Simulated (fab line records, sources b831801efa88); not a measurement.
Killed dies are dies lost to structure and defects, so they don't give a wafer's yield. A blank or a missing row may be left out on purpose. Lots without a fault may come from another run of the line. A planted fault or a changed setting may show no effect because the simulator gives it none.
Split-lot experiment | flow sky130 | 5 lots, 23 wafers read, on a route of 708 steps

THE SPLIT
At SKY_METAL2_SPUTTER_01 (material TiN, target thk 20 nm, time 16.7 s), the setting power_w was moved away from the recipe's 6500 W on 9 of the 23 wafers read, by -9.9% to +8.1%. The other wafers ran this setting at the recipe's value.

The reading is taken at the split's own step.

THE READING
TiN_of_METAL2_SPUTTER_01.thk_nm (the simulator's own value, which no gauge read), in nm, at SKY_METAL2_SPUTTER_01 (material TiN, target thk 20 nm, time 16.7 s). The file gives no usual value for it. The 14 wafers here that ran the recipe average 19.90 nm, standard deviation 0.26 nm.

wafer  | tool, chamber at the split | power_w as run, W | against the recipe | TiN_of_METAL2_SPUTTER_01.thk_nm, nm | against lot-mates on the recipe
L078.2 | pvd_sputter-01, -          | 6500              | recipe             | 19.9                                | -
L078.4 | pvd_sputter-01, -          | 6500              | recipe             | 20.15                               | -
L078.6 | pvd_sputter-01, -          | 6500              | recipe             | 20.18                               | -
L079.1 | pvd_sputter-02, -          | 5859              | -9.9%              | 18.07                               | -1.58
L079.2 | pvd_sputter-02, -          | 6500              | recipe             | 19.58                               | -
L079.3 | pvd_sputter-02, -          | 5859              | -9.9%              | 17.86                               | -1.79
L079.5 | pvd_sputter-02, -          | 6500              | recipe             | 19.67                               | -
L079.6 | pvd_sputter-02, -          | 6500              | recipe             | 19.71                               | -
L081.1 | pvd_sputter-02, -          | 6500              | recipe             | 20.26                               | -
L081.2 | pvd_sputter-02, -          | 7026              | +8.1%              | 21.3                                | +1.40
L081.3 | pvd_sputter-02, -          | 6500              | recipe             | 19.83                               | -
L081.5 | pvd_sputter-02, -          | 7026              | +8.1%              | 21.89                               | +1.99
L081.6 | pvd_sputter-02, -          | 6500              | recipe             | 19.62                               | -
L082.1 | pvd_sputter-04, -          | 6777              | +4.3%              | 21.26                               | +1.16
L082.3 | pvd_sputter-04, -          | 6777              | +4.3%              | 20.8                                | +0.70
L082.4 | pvd_sputter-04, -          | 6500              | recipe             | 19.77                               | -
L082.5 | pvd_sputter-04, -          | 6500              | recipe             | 20.43                               | -
L082.6 | pvd_sputter-04, -          | 6777              | +4.3%              | 20.78                               | +0.68
L084.1 | pvd_sputter-02, -          | 6500              | recipe             | 19.97                               | -
L084.2 | pvd_sputter-02, -          | 5934              | -8.7%              | 17.99                               | -1.82
L084.3 | pvd_sputter-02, -          | 6500              | recipe             | 19.66                               | -
L084.5 | pvd_sputter-02, -          | 6500              | recipe             | 19.81                               | -
L084.6 | pvd_sputter-02, -          | 5934              | -8.7%              | 17.79                               | -2.02

THE FIT
A straight line over all 23 wafers: TiN_of_METAL2_SPUTTER_01.thk_nm changes by +0.215 nm for each +1% of power_w; r = +0.97; the points scatter about the line by 0.26 nm.
The same after taking each lot's own level away (the mean of its wafers on the recipe; 23 wafers): +0.198 nm for each +1%; r = +0.97; scatter 0.23 nm.
On that fit, the largest move of power_w shifts the reading by 1.9 nm.
The lots' own levels span 19.653 to 20.100 nm, that is 1.7 times the standard deviation above.
So the lot-to-lot level changes the slope little: the two slopes agree.
Check: with one of the wafers moved furthest among these (-9.9%) left out of the fit, the line predicts -2.03 nm for it against its lot-mates. It came out at -1.58 nm against them.

OTHER SPLITS ON THESE WAFERS
These wafers also went through other splits before the reading. Each is held against what the fit with the lots' levels taken away leaves over:
other split on the same wafers   | wafers away from the commonest value | r with TiN_of_METAL2_SPUTTER_01.thk_nm (lot level and that fit taken away)
SKY_METAL1_COAT_10 resist_thk_nm | 5                                    | -0.13

THE FILE'S OWN FIT
TiN_of_METAL2_SPUTTER_01.thk_nm changes by +0.197 nm for each +1% of power_w, r = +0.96.
